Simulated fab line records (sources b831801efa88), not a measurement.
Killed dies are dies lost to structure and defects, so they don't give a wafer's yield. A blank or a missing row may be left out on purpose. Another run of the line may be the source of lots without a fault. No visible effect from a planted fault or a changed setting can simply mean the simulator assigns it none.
A struck lot beside a sound one / flow sky130 / 15 steps out of a route of 708
Sound: the wafers L804.2, L804.4, L804.5. Struck: wafers L813.2, L813.3, L813.5. The cause is named last.
For every step that has rows: the tool of each side, followed by ch and its chambers, followed by its first start. Under that, the readings that differ: sound wafers / struck wafers / difference of the means / sigmas: that difference in standard deviations of wafers without a fault.
alike: same words and numbers on both sides, and readings whose means sit less than 2 such deviations apart. not compared: any withheld reading, any reading some wafer has no value for, any bound like >300 that may hide the same value, and any number with overlapping values for which the record gives no deviation.
The two part at a step that has a row with sigmas, a row that says differs or no value, or rows on one side only. Numbers that don't overlap but have no deviation are shown without sigmas and don't part them. A reading missing from all wafers of one side parts the sides only when that side holds two or more wafers.

first, 4 steps without rows for these wafers: SKY_VIA2_SOFTBAKE_08 (time 90 s); SKY_VIA2_EXPOSE_09 (exposes mask VIM2, target cd 200 nm); SKY_VIA2_PEB_10; SKY_VIA2_DEVELOP_11 (develop time 60 s).
SKY_VIA2_CD_MEAS_12 targets a cd of 200 nm.
  sound on cdSem-02, day 36 14:28; struck on cdSem-01, day 39 20:10
  alike: cdNm
SKY_VIA2_OVL_MEAS_13:
  sound on overlay-02, day 36 14:34; struck on overlay-01, day 39 20:16
reading=VIA2_OVL (nm); sound=3 2 9; struck=-6 -7 -7; difference=-11; sigmas=-2
SKY_VIA2_ETCH_14: etches BARC in N2/H2, stops on SiO2, time 45.9 s, target depth 60 nm.
  sound on rieDiel-04 ch 0,3, day 36 14:36; struck on rieDiel-04 ch 0,1,3, day 39 20:18
  alike: drypumpMotorCurrentA, oesProductAu, throttleValvePct
  not compared: rfHoursCounterH
SKY_VIA2_ETCH_15: etches SiO2 in C4F8/O2/Ar, stops on TiN, target depth 546 nm, time 85.76 s.
  sound on rieDiel-04 ch 0,3, day 36 14:38; struck on rieDiel-04 ch 0,1,3, day 39 20:20
  alike: oesProductAu
  not compared: rfHoursCounterH
SKY_VIA2_STRIP_16: strips in O2/N2.
  sound on plasmaAsher-02 ch 1, day 36 14:43; struck on plasmaAsher-02 ch 0,1, day 39 20:25
  alike: drypumpMotorCurrentA, oesProductAu, stripTimeToEndpointS
  not compared: rfHoursCounterH
then, 3 steps without rows for these wafers: SKY_VIA2_STRIP_17 (strips in post etch residue remover, time 1200 s); SKY_VIA2_CLEAN_18 (cleans in IPA, time 180 s); SKY_VIA2_CLEAN_19 (cleans in O3/DIW).
SKY_VIA2_SPUTTER_20: material TiN, target thk 20 nm, time 80 s.
  sound on pvdSputter-03, day 36 15:18; struck on pvdSputter-03, day 39 21:04
reading=model.TiN_of_VIA2_SPUTTER_20.thkNm (nm); sound=19.9 19.98 19.84; struck=21.18 21.01 21.1; difference=+1.19; sigmas=
  alike: throttleValvePct
SKY_VIA2_CVD_21: deposits W, target thk 420 nm, time 126.4 s.
  sound on cvdW-02 ch 0, day 36 15:24; struck on cvdW-02 ch 0,1, day 39 21:07
  alike: heaterPowerW
after that, 1 step had no rows for these wafers: SKY_PAD_OPEN_PROBE_99.

## WHERE THEY PART
At SKY_VIA2_OVL_MEAS_13 and nowhere else, as far as this record goes. Later steps at which nothing parts them and some readings are alike: SKY_VIA2_ETCH_14, SKY_VIA2_ETCH_15, SKY_VIA2_STRIP_16, SKY_VIA2_SPUTTER_20, SKY_VIA2_CVD_21.

WHY: the cause the simulator had injected
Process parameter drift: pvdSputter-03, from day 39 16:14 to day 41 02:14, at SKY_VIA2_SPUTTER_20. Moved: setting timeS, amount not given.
